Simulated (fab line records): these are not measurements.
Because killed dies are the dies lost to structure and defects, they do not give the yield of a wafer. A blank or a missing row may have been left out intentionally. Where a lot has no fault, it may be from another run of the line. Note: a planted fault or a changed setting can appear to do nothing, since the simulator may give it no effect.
Which tool is to blame?    flow gf180mcu    15 lots, 45 wafers sampled, at 2 steps of a route of 602

WHAT THE GAUGES READ, wafer by wafer
GF_STI_CD_MEAS_12: target cd 220 nm. Usual: cd nm 220.1 nm, standard deviation 1.1.
lot   measured     on         cd nm (nm)         flag
L658  day 2 06:54  cd sem-02  219.4 219.6 219.0  
L659  day 2 11:53  cd sem-01  221.9 220.5 220.9  
L661  day 2 21:59  cd sem-02  219.8 220.9 219.6  
L662  day 3 03:47  cd sem-01  - - -              OFF
L663  day 3 08:19  cd sem-01  - - -              OFF
L664  day 3 14:26  cd sem-01  - - -              OFF
L671  day 5 01:02  cd sem-02  219.2 219.2 219.9  
L672  day 5 08:35  cd sem-01  220.8 219.8 220.5  
L673  day 5 12:16  cd sem-01  220.8 220.2 220.1  
L674  day 5 16:47  cd sem-02  220.5 219.9 218.9  
L675  day 5 21:11  cd sem-02  219.0 218.7 218.7  
L676  day 6 05:04  cd sem-01  221.4 222.0 220.5  
L678  day 6 14:22  cd sem-01  220.1 220.7 219.9  
L679  day 6 19:59  cd sem-02  220.9 221.0 221.6  
L680  day 6 23:22  cd sem-01  219.0 219.5 221.4  

WHICH TOOL RAN EACH LOT (tool, then ch and the chambers of the sampled wafers, then the start)
lot   GF_STI_DEVELOP_11
L658  litho track-01 ch 0, day 2 06:45
L659  litho track-02 ch 0, day 2 11:44
L661  litho track-04 ch 0, day 2 21:50
L662  litho track-04, day 3 03:38
L663  litho track-01, day 3 08:11
L664  litho track-02, day 3 14:17
L671  litho track-04 ch 0, day 5 00:53
L672  litho track-04 ch 0, day 5 08:26
L673  litho track-04 ch 0, day 5 12:07
L674  litho track-02 ch 0, day 5 16:39
L675  litho track-01 ch 0, day 5 21:03
L676  litho track-04 ch 0, day 6 04:55
L678  litho track-02 ch 0, day 6 14:13
L679  litho track-04 ch 0, day 6 19:50
L680  litho track-02 ch 0, day 6 23:13
- GF_STI_DEVELOP_11: develop time 60 s.

WHAT THE TOOLS THEMSELVES READ (means of the sampled wafers that have a number; where no wafer has one, the mark that the record gives instead)
GF_STI_DEVELOP_11. Usual: chill plate temp C 22.99 C, standard deviation 0.11; resist line temp C 22.98 C, standard deviation 0.098.
lot   tool            chill plate temp C (C)  resist line temp C (C)  flag
L658  litho track-01  22.87                   22.89                   
L659  litho track-02  23.15                   22.99                   
L661  litho track-04  23.05                   23.02                   
L662  litho track-04  -                       -                       OFF
L663  litho track-01  -                       -                       OFF
L664  litho track-02  -                       -                       OFF
L671  litho track-04  23.06                   22.93                   
L672  litho track-04  23.01                   22.90                   
L673  litho track-04  22.95                   23.04                   
L674  litho track-02  22.85                   23.02                   
L675  litho track-01  22.99                   23.08                   
L676  litho track-04  23.00                   23.09                   
L678  litho track-02  23.04                   22.99                   
L679  litho track-04  22.89                   23.00                   
L680  litho track-02  22.91                   23.00                   

THE ANSWER, worked out from the rows above alone
Rule: a lot is off if the mean of its wafers that have a number lies more than 3 standard deviations from the usual mean. A lot without any number at a reading at which 4 lots or more have one is off too. Any other lot the step has rows for is counted as sound. Order of review: gauges by route order, followed by the tools' own readings, for which a lot's mean as printed above is used. The first step at which some lot is off is used, and at that step the reading that is off furthest; a lot without a number counts as furthest.
Off, at GF_STI_CD_MEAS_12 on cd nm: L662, L663, L664. Without a number there: L662, L663, L664.
If a tool, at a process step before that reading, ran all the lots that are off and no sound lot after the first of them, it fits. Not tried: the gauges at GF_STI_CD_MEAS_12; whatever is off there is also off at GF_STI_DEVELOP_11, on other tools, and gauge error can't account for it. Not one of the candidates tried fits.

WHAT HAD BEEN PUT IN BY THE SIMULATOR
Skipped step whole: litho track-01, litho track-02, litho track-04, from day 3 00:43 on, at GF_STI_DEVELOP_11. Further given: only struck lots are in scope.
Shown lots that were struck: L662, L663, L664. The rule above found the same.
